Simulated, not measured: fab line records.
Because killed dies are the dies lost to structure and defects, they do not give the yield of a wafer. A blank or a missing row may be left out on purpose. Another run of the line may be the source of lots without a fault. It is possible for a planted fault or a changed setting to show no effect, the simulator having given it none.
fab line records + flow sky130
record
- lots=6
- wafers=18
- last-day=49
route steps=708 shown FIELD_ISO@30 NWELL@32 DNWELL@35 PWDE@45 PAD_OPEN@708
lots untouched by any fault: they come from a run of this same line in which no faults occurred
start-h: hours from the record's opening day to when the first of the lot's shown wafers began + wait-h: hours since the lot's step before + " the same as in the row above + L1.1+2: one row covering several wafers at once + - value missing, or start not given + * or withheld: withheld + < > ~ a bound
route shown NAME@n: a module of which the file shows steps, and the number in the route of the first + usual: mean/standard deviation of fault-free wafers + same: alike in all rows + chamber/n: place in a boat + sites: per-site readings + _std_site: how widely they spread, as a standard deviation + _edge_site: the outer-site mean with the inner-site mean subtracted + radius-mm: how far each site lies from the wafer's centre + mask NAME#n: copy n + behind: tool/chamber where the wafer was last shaped + hold: why the lot was held/for how many hours/how that ended + device: names the non-switching transistor (n, p or np) + end of line: at the end of the route, the tests of the same wafers + for a step that has no rows: nothing shown but its recipe + killed: dies that structure and defects cost at the first sort, which is not the same as the wafer's yield + map: a wafer's dies, x killed, . not, _ none there
set.NAME: the setting as run; set.NAME@STEP: as run at that earlier step + model.NAME: the simulator's own value behind a step, which no gauge read
lots seen at some steps along the route; tables by step, rows by wafer
services: the hour from which a tool's chamber was out of use, counted from the record's first day as start-h (under 0 if before that day), plus the number of hours and why
## steps
# step SKY_FIELD_ISO_WET_ETCH_29
# recipe
- chemistry=H3PO4
- target-depth-nm=160
- target=Si3N4
- temp-c=160
- time-s=1825
# step SKY_FIELD_ISO_WET_ETCH_30
# recipe
- chemistry=dHF
- target-depth-nm=25
- target=SiO2
- dilution=10:1
- temp-c=25
- time-s=50
# step SKY_NWELL_CLEAN_00
# recipe
- chemistry=SC1/SC2
- mix=1:4:20
- temp-c=70
- time-s=150
- dry=n2-spin
# step SKY_NWELL_OXIDATION_01
# recipe
- temp-c=900
- ambient=O2
- stabilise-s=600
- purge-s=300
- target-thk-a=100
- ox-time-s=1418
# step SKY_NWELL_THK_MEAS_02
# recipe
- reads=SiO2_of_NWELL_OXIDATION_01
# usual
- NWELL_OXIDATION_THK=10.01/0.19
| lot.wafer | tool          | chamber | start-h | wait-h | NWELL_OXIDATION_THK[nm] |
|-----------|---------------|---------|---------|--------|-------------------------|
| L585.1    | film-metro-02 | -       | 41.55   | 0.0    | 9.84                    |
| L585.4    | "             | -       | "       | "      | 10.01                   |
| L585.5    | "             | -       | "       | "      | 10.11                   |
| L586.1    | film-metro-03 | -       | 45.79   | 0.0    | 10.02                   |
| L586.2    | "             | -       | "       | "      | 9.88                    |
| L586.4    | "             | -       | "       | "      | 10.17                   |
| L596.3    | film-metro-03 | -       | 99.64   | 0.0    | 9.88                    |
| L596.4    | "             | -       | "       | "      | 9.78                    |
| L596.6    | "             | -       | "       | "      | 9.93                    |
| L598.1    | film-metro-03 | -       | 108.93  | 0.0    | 10.42                   |
| L598.2    | "             | -       | "       | "      | 10.48                   |
| L598.4    | "             | -       | "       | "      | 10.47                   |
| L604.2    | film-metro-02 | -       | 140.70  | 0.0    | 10.18                   |
| L604.4    | "             | -       | "       | "      | 10.19                   |
| L604.6    | "             | -       | "       | "      | 10.22                   |
| L605.1    | film-metro-03 | -       | 144.87  | 0.0    | 9.91                    |
| L605.2    | "             | -       | "       | "      | 9.95                    |
| L605.6    | "             | -       | "       | "      | 10.00                   |
# step SKY_DNWELL_DEHYDRATE_00
# recipe
- temp-c=200
- time-s=60
# step SKY_DNWELL_HMDS_01
# recipe
- prime-time-s=60
- prime-temp-c=120
# step SKY_DNWELL_COAT_02
# recipe
- spin-rpm=2000
- resist-thk-nm=3000
# step SKY_DNWELL_SOFTBAKE_03
# recipe
- temp-c=110
- time-s=withheld
# step SKY_DNWELL_EXPOSE_04
# recipe
- mask-id=DNM
- na=0.57
- target-cd-nm=3000
- dose-mj=222
# step SKY_DNWELL_PEB_05
# recipe
- temp-c=115
- time-s=withheld
# step SKY_DNWELL_DEVELOP_06
# recipe
- wall-angle-deg=90
- developer=TMAH
- develop-time-s=60
- dev-temp-c=23
# step SKY_DNWELL_IMPLANT_07
# recipe
- species=P
- energy-kev=withheld
- dose-cm2=withheld
- tilt-deg=withheld
| lot.wafer  | tool         | chamber | start-h | wait-h |
|------------|--------------|---------|---------|--------|
| L585.1+4+5 | implanter-03 | 0       | 57.27   | -      |
| L586.1+2+4 | implanter-01 | 0       | 60.99   | -      |
| L596.3+4+6 | implanter-01 | 0       | 117.22  | -      |
| L598.1+2+4 | implanter-01 | 0       | 127.02  | -      |
| L604.2+4+6 | implanter-03 | 0       | 160.31  | -      |
| L605.1+2+6 | implanter-03 | 0       | 164.64  | -      |
# step SKY_DNWELL_STRIP_08
# recipe
- chemistry=O2/N2
- power-w=1400
- pressure-mtorr=1500
- platen-temp-c=withheld
- o2-flow-sccm=3000
- n2-flow-sccm=300
- overash-fraction=0.5
# usual
- drypump-motor-current-A=5.7/0.4
- o2-flow-sccm=3002/9.2
- oes-product-au=0.723/0.0046
- strip-time-to-endpoint-s=36.93/0.096
| lot.wafer | tool            | chamber | start-h | wait-h | drypump-motor-current-A | o2-flow-sccm | oes-product-au | rf-hours-counter-h | strip-time-to-endpoint-s |
|-----------|-----------------|---------|---------|--------|-------------------------|--------------|----------------|--------------------|--------------------------|
| L585.1    | plasma-asher-01 | 0       | 57.42   | 0.1    | 5.1                     | 2992         | 0.718          | 36                 | 36.83                    |
| L585.4    | "               | 1       | "       | "      | 5.6                     | 2993         | 0.719          | -                  | 36.86                    |
| L585.5    | "               | 0       | "       | "      | 5.1                     | 3012         | 0.724          | -                  | 37.03                    |
| L586.1    | plasma-asher-01 | 1       | 61.14   | 0.1    | 5.6                     | 2999         | 0.715          | 37                 | 36.78                    |
| L586.2    | "               | 0       | "       | "      | 5.1                     | 3022         | 0.723          | 37                 | 36.80                    |
| L586.4    | "               | 0       | "       | "      | 5.1                     | 3015         | 0.719          | -                  | 36.74                    |
| L596.3    | plasma-asher-02 | 0       | 117.35  | 0.1    | 6.4                     | 3008         | 0.729          | -                  | 36.84                    |
| L596.4    | "               | 1       | "       | "      | 5.7                     | 3002         | 0.721          | -                  | 36.82                    |
| L596.6    | "               | 1       | "       | "      | 5.8                     | 3002         | 0.723          | -                  | 36.88                    |
| L598.1    | plasma-asher-02 | 1       | 127.17  | 0.1    | 5.8                     | 3001         | 0.723          | 31                 | 36.93                    |
| L598.2    | "               | 0       | "       | "      | 6.5                     | 2995         | 0.729          | 31                 | 37.06                    |
| L598.4    | "               | 0       | "       | "      | 6.4                     | 2998         | 0.716          | -                  | 37.03                    |
| L604.2    | plasma-asher-02 | 0       | 160.44  | 0.1    | 6.4                     | 3015         | 0.714          | 34                 | 36.75                    |
| L604.4    | "               | 0       | "       | "      | 6.4                     | 3007         | 0.723          | -                  | 36.92                    |
| L604.6    | "               | 0       | "       | "      | 6.4                     | 3008         | 0.721          | -                  | 36.78                    |
| L605.1    | plasma-asher-01 | 1       | 164.79  | 0.1    | 5.6                     | 3023         | 0.718          | 4                  | 37.01                    |
| L605.2    | "               | 0       | "       | "      | 5.1                     | 3003         | 0.733          | 4                  | 36.93                    |
| L605.6    | "               | 0       | "       | "      | 5.1                     | 3001         | 0.723          | -                  | 36.93                    |
# step SKY_DNWELL_TW_MEAS_09
# usual
- DNWELL_TW=1115/7.3
| lot.wafer | tool          | chamber | start-h | wait-h | DNWELL_TW |
|-----------|---------------|---------|---------|--------|-----------|
| L585.1    | film-metro-03 | -       | 57.52   | 0.1    | 1106      |
| L585.4    | "             | -       | "       | "      | 1105      |
| L585.5    | "             | -       | "       | "      | 1104      |
| L586.1    | film-metro-02 | -       | 61.24   | 0.1    | 1105      |
| L586.2    | "             | -       | "       | "      | 1103      |
| L586.4    | "             | -       | "       | "      | 1100      |
| L596.3    | film-metro-03 | -       | 117.44  | 0.1    | 1085      |
| L596.4    | "             | -       | "       | "      | 1086      |
| L596.6    | "             | -       | "       | "      | 1087      |
| L598.1    | film-metro-02 | -       | 127.27  | 0.1    | 1097      |
| L598.2    | "             | -       | "       | "      | 1092      |
| L598.4    | "             | -       | "       | "      | 1094      |
| L604.2    | film-metro-02 | -       | 160.55  | 0.1    | 1107      |
| L604.4    | "             | -       | "       | "      | 1117      |
| L604.6    | "             | -       | "       | "      | 1114      |
| L605.1    | film-metro-01 | -       | 164.89  | 0.1    | 1125      |
| L605.2    | "             | -       | "       | "      | 1122      |
| L605.6    | "             | -       | "       | "      | 1124      |
# step SKY_PWDE_DEHYDRATE_00
# recipe
- temp-c=200
- time-s=60
# step SKY_PAD_OPEN_PROBE_99
# usual
- killed_at_M0_to_M3=44/7
- killed_at_M4_up=3.0/1.8
- killed-at-contacts=24/4.9
- killed-at-front-end=15/5
- killed-at-other=0.2/0.53
- killed-dies=87/8.7
- killed-open=48/6.8
- killed-short=39/5.7
# same
- gross-dies=492
- killed-at-back-side=0
| lot.wafer | tool      | chamber | start-h | wait-h | killed_at_M0_to_M3 | killed_at_M4_up | killed-at-contacts | killed-at-front-end | killed-at-other | killed-dies | killed-open | killed-short | model.etest.res-deep-nwell.rs-ohm-sq | model.etest.res-deep-nwell.rs-ohm-sq-range | model.etest.res-deep-nwell.rs-ohm-sq-rim-less-centre | model.etest.res-deep-nwell.line-ohm-um |
|-----------|-----------|---------|---------|--------|--------------------|-----------------|--------------------|---------------------|-----------------|-------------|-------------|--------------|--------------------------------------|--------------------------------------------|------------------------------------------------------|----------------------------------------|
| L585.1    | prober-02 | -       | 1075.55 | 0.1    | 43                 | 4               | 24                 | 19                  | 0               | 90          | 52          | 38           | 2224                                 | 78.51                                      | -10.11                                               | 746.2                                  |
| L585.4    | prober-02 | -       | 1075.70 | 0.2    | 42                 | 1               | 30                 | 16                  | 1               | 90          | 43          | 47           | 2213                                 | 73.85                                      | 6.699                                                | 745.8                                  |
| L585.5    | prober-02 | -       | 1075.75 | 0.2    | 49                 | 7               | 25                 | 25                  | 0               | 106         | 55          | 51           | 2228                                 | 46.84                                      | -11.98                                               | 725.5                                  |
| L586.1    | prober-01 | -       | 1087.70 | 0.1    | 44                 | 5               | 31                 | 15                  | 0               | 95          | 55          | 40           | 2170                                 | 32.64                                      | 1.055                                                | 716.9                                  |
| L586.2    | prober-01 | -       | 1087.75 | 0.1    | 46                 | 5               | 24                 | 8                   | 0               | 83          | 54          | 29           | 2220                                 | 36.27                                      | -0.5902                                              | 730                                    |
| L586.4    | prober-01 | -       | 1087.85 | 0.2    | 40                 | 0               | 27                 | 11                  | 0               | 78          | 45          | 33           | 2189                                 | 44.68                                      | 2.622                                                | 725.8                                  |
| L596.3    | prober-02 | -       | 1145.07 | 0.2    | 36                 | 3               | 19                 | 8                   | 2               | 68          | 40          | 28           | 2475                                 | 273.3                                      | -129.6                                               | 829                                    |
| L596.4    | prober-02 | -       | 1145.12 | 0.2    | 35                 | 3               | 29                 | 9                   | 1               | 77          | 33          | 44           | 2494                                 | 272.1                                      | -93.01                                               | 826.4                                  |
| L596.6    | prober-02 | -       | 1145.22 | 0.2    | 48                 | 5               | 26                 | 14                  | 0               | 93          | 57          | 36           | 2463                                 | 297.7                                      | -129.6                                               | 821.9                                  |
| L598.1    | prober-01 | -       | 1154.89 | 0.1    | 36                 | 2               | 15                 | 11                  | 2               | 66          | 35          | 31           | 2503                                 | 283.8                                      | -117.3                                               | 845.3                                  |
| L598.2    | prober-01 | -       | 1154.94 | 0.1    | 34                 | 0               | 27                 | 15                  | 0               | 76          | 51          | 25           | 2504                                 | 299.8                                      | -133.1                                               | 849.9                                  |
| L598.4    | prober-01 | -       | 1155.04 | 0.2    | 49                 | 4               | 26                 | 8                   | 0               | 87          | 45          | 42           | 2537                                 | 297.1                                      | -85.94                                               | 830.5                                  |
| L604.2    | prober-01 | -       | 1186.06 | 0.1    | 40                 | 2               | 22                 | 11                  | 0               | 75          | 41          | 34           | 2176                                 | 49.51                                      | 20.45                                                | 736.8                                  |
| L604.4    | prober-01 | -       | 1186.16 | 0.2    | 64                 | 2               | 21                 | 24                  | 0               | 111         | 70          | 41           | 2182                                 | 41.12                                      | -7.91                                                | 724.3                                  |
| L604.6    | prober-01 | -       | 1186.26 | 0.2    | 40                 | 2               | 24                 | 19                  | 0               | 85          | 34          | 51           | 2183                                 | 55.66                                      | -12.86                                               | 735.4                                  |
| L605.1    | prober-02 | -       | 1186.97 | 0.1    | 48                 | 2               | 18                 | 9                   | 0               | 77          | 43          | 34           | 2258                                 | 59.79                                      | -21.33                                               | 747.9                                  |
| L605.2    | prober-02 | -       | 1187.02 | 0.1    | 31                 | 4               | 22                 | 20                  | 1               | 78          | 49          | 29           | 2261                                 | 67.1                                       | -29.03                                               | 755.4                                  |
| L605.6    | prober-02 | -       | 1187.22 | 0.2    | 49                 | 3               | 16                 | 15                  | 0               | 83          | 40          | 43           | 2263                                 | 57.68                                      | -46.41                                               | 762                                    |
# killed by level:class
L585.1 VIA1:geometric-particle:open=10 CONTACT:geometric-particle:open=8 LI_CONTACT:geometric-particle:open=7 VIA3:geometric-particle:open=7 FIELD_ISO:geometric-particle:short=6 VIA2:geometric-particle:open=6 METAL2:geometric-particle:short=5 POLY_GATE:geometric-particle:open=4
L585.4 VIA1:geometric-particle:open=15 CONTACT:geometric-particle:open=9 CONTACT:geometric-particle:short=7 VIA1:geometric-particle:short=7 LI_CONTACT:geometric-particle:short=6 METAL1:geometric-particle:short=5 POLY_GATE:geometric-particle:short=5 FIELD_ISO:geometric-particle:short=4
L585.5 CONTACT:geometric-particle:open=13 METAL1:geometric-particle:short=10 VIA1:geometric-particle:open=10 METAL2:geometric-particle:short=7 LI_CONTACT:geometric-particle:open=6 VIA1:geometric-particle:short=6 VIA2:geometric-particle:open=6 FIELD_ISO:geometric-particle:short=5
L586.1 VIA1:geometric-particle:open=18 LI_CONTACT:geometric-particle:open=12 CONTACT:geometric-particle:open=6 LOCAL_INTERCONNECT:geometric-particle:short=5 VIA1:geometric-particle:short=5 POLY_GATE:geometric-particle:short=4 LI_CONTACT:geometric-particle:short=4 METAL1:geometric-particle:short=4
L586.2 CONTACT:geometric-particle:open=11 VIA1:geometric-particle:open=10 VIA2:geometric-particle:open=9 VIA3:geometric-particle:open=8 LI_CONTACT:geometric-particle:open=5 FIELD_ISO:geometric-particle:open=4 VIA3:geometric-particle:short=4 POLY_GATE:geometric-particle:open=3
L586.4 LI_CONTACT:geometric-particle:open=10 VIA1:geometric-particle:open=8 CONTACT:geometric-particle:open=7 LOCAL_INTERCONNECT:geometric-particle:short=5 METAL1:geometric-particle:short=5 METAL2:geometric-particle:short=5 VIA2:geometric-particle:open=5 POLY_GATE:geometric-particle:open=4
L596.3 CONTACT:geometric-particle:open=8 VIA2:geometric-particle:open=7 LI_CONTACT:geometric-particle:open=6 METAL1:geometric-particle:short=5 METAL2:geometric-particle:open=5 VIA1:geometric-particle:open=4 FIELD_ISO:geometric-particle:open=4 METAL2:geometric-particle:short=4
L596.4 CONTACT:geometric-particle:open=9 CONTACT:geometric-particle:short=8 VIA1:geometric-particle:open=6 METAL1:geometric-particle:short=5 LI_CONTACT:geometric-particle:open=5 METAL2:geometric-particle:short=5 VIA3:geometric-particle:short=5 LOCAL_INTERCONNECT:geometric-particle:short=4
L596.6 VIA1:geometric-particle:open=15 CONTACT:geometric-particle:open=12 VIA1:geometric-particle:short=9 VIA2:geometric-particle:open=8 LI_CONTACT:geometric-particle:open=7 FIELD_ISO:geometric-particle:open=5 METAL1:geometric-particle:short=5 CONTACT:geometric-particle:short=4
L598.1 VIA1:geometric-particle:open=9 VIA3:geometric-particle:open=8 LI_CONTACT:geometric-particle:open=5 METAL2:geometric-particle:short=4 CONTACT:geometric-particle:open=4 FIELD_ISO:geometric-particle:short=3 CONTACT:geometric-particle:short=3 METAL1:geometric-particle:short=3
L598.2 CONTACT:geometric-particle:open=12 LI_CONTACT:geometric-particle:open=9 METAL2:geometric-particle:short=6 VIA1:geometric-particle:open=6 VIA2:geometric-particle:open=5 FIELD_ISO:geometric-particle:open=4 POLY_GATE:geometric-particle:open=4 VIA3:geometric-particle:open=4
L598.4 VIA1:geometric-particle:open=11 LI_CONTACT:geometric-particle:open=9 VIA1:geometric-particle:short=8 VIA3:geometric-particle:open=7 METAL2:geometric-particle:short=7 CONTACT:geometric-particle:open=6 METAL1:geometric-particle:short=6 LI_CONTACT:geometric-particle:short=4
L604.2 CONTACT:geometric-particle:open=10 LOCAL_INTERCONNECT:geometric-particle:short=7 VIA1:geometric-particle:open=7 VIA3:geometric-particle:open=7 METAL1:geometric-particle:short=5 METAL2:geometric-particle:short=5 METAL3:geometric-particle:short=5 FIELD_ISO:geometric-particle:open=4
L604.4 VIA1:geometric-particle:open=21 CONTACT:geometric-particle:open=12 VIA3:geometric-particle:open=10 VIA2:geometric-particle:open=7 POLY_GATE:geometric-particle:open=7 VIA1:geometric-particle:short=6 METAL2:geometric-particle:short=6 POLY_GATE:geometric-particle:short=5
L604.6 METAL1:geometric-particle:short=9 CONTACT:geometric-particle:short=9 POLY_GATE:geometric-particle:short=8 VIA1:geometric-particle:open=8 CONTACT:geometric-particle:open=7 FIELD_ISO:geometric-particle:open=4 LOCAL_INTERCONNECT:geometric-particle:short=4 VIA1:geometric-particle:short=4
L605.1 VIA1:geometric-particle:open=13 CONTACT:geometric-particle:open=8 METAL1:geometric-particle:short=8 METAL2:geometric-particle:short=7 SPACER:geometric-particle:open=4 CONTACT:geometric-particle:short=4 VIA1:geometric-particle:short=4 METAL1:geometric-particle:open=4
L605.2 VIA1:geometric-particle:open=12 CONTACT:geometric-particle:open=11 FIELD_ISO:geometric-particle:open=9 VIA2:geometric-particle:open=4 POLY_GATE:geometric-particle:open=3 SPACER:geometric-particle:short=3 LI_CONTACT:geometric-particle:open=3 LOCAL_INTERCONNECT:geometric-particle:short=3
L605.6 VIA1:geometric-particle:open=15 METAL1:geometric-particle:short=6 CONTACT:geometric-particle:open=6 VIA1:geometric-particle:short=6 FIELD_ISO:geometric-particle:short=5 VIA2:geometric-particle:short=5 FIELD_ISO:geometric-particle:open=4 LOCAL_INTERCONNECT:geometric-particle:short=4
## services
| tool            | chamber | start-h | hours | kind       |
|-----------------|---------|---------|-------|------------|
| implanter-01    | -       | 50.20   | 0.5   | repair     |
| implanter-01    | -       | 87.15   | 14.8  | pm         |
| plasma-asher-01 | -       | 108.75  | 9.0   | pm         |
| plasma-asher-01 | 0       | 108.75  | 9.0   | vent-cycle |
| plasma-asher-01 | 1       | 108.75  | 9.0   | vent-cycle |
| plasma-asher-01 | 0       | 117.75  | -     | clean      |
| plasma-asher-01 | 1       | 117.75  | -     | clean      |
| plasma-asher-01 | -       | 121.61  | 2.8   | pm         |
| plasma-asher-01 | -       | 124.45  | 1.0   | repair     |
## key
first-sign
- step=SKY_DNWELL_TW_MEAS_09
- reading=DNWELL_TW
- direction=down
- sigmas=3.4
- usual=1115
- struck=1090
effect none on later readings
model-effect
- step=SKY_PAD_OPEN_PROBE_99
- value=etest.res-deep-nwell.rs-ohm-sq
- without=2209
- struck=2496
met-at SKY_DNWELL_IMPLANT_07
struck-wafers L596.3,L596.4,L596.6,L598.1,L598.2,L598.4
tester-left-out L596,L598
onset-between 60.99 117.22
fault
- kind=process-parameter-drift
- tool=implanter-01
- chamber=-
- onset-h=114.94
- steps=SKY_DNWELL_IMPLANT_07
- channel=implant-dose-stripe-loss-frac
- offset=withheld
- shape=step
- end-h=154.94
# tester-left-out: of these lots the tester's yield and bins aren't shown, on N5 and GAA mostly nor the transistor test; their killed dies are dies lost to structure and defects alone, not to doping, threshold or leakage, so they don't give the yield
